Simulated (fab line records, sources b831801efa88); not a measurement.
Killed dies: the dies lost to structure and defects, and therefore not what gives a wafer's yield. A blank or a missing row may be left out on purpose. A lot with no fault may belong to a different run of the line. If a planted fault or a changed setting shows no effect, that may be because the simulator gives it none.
One fault through the eyes of 2 desks -- flow sky130 -- every desk sees just its own numbers, and what lay behind them comes last

== THE METROLOGY DESK ==
What the gauges read for every lot (on any tool): the sampled wafers with a number, averaged. A lot is out of limits, marked OUT, if its mean lies more than 4 standard deviations from the usual mean; the brackets give that distance.
Columns: A = cd nm at SKY_VIA1_CD_MEAS_12, usual 150.1 nm; B = VIA1_OVL at SKY_VIA1_OVL_MEAS_13, usual -1 nm
lot,first seen here,A,B
L151,day 35 05:05,150.7,-8
L150,day 35 05:38,152.1,1
L155,day 35 19:23,151.5,-4
L156,day 36 12:23,148.4,-2
L164,day 39 06:30,151.4,-8
L167,day 39 21:11,149.2,-1
This desk's finding: nothing out of limits on any of the 6 lots.

== DESK OF THE TOOL OWNER: pvd sputter-01 ==
The tool's own readings at SKY_VIA1_SPUTTER_20 (material TiN, target thk 20 nm, time 80 s): means of the sampled wafers that have a number, for each lot that ran on this tool. A lot is out of limits, marked OUT, if its mean lies more than 4 standard deviations from the usual mean; the brackets give that distance.
Columns: A = throttle valve pct at SKY_VIA1_SPUTTER_20, usual 29.9 %
lot,first seen here,A
L151,day 35 05:55,29.9
L155,day 35 20:15,30.5
L156,day 36 13:14,30.6
L164,day 39 07:21,31.3
This desk's finding: nothing out of limits on any of the 4 lots.

== PUT TOGETHER ==
From the metrology desk's view, nothing was out of limits.
The desk of the tool owner found nothing out of limits.

== WHAT THE SIMULATOR PUT IN ==
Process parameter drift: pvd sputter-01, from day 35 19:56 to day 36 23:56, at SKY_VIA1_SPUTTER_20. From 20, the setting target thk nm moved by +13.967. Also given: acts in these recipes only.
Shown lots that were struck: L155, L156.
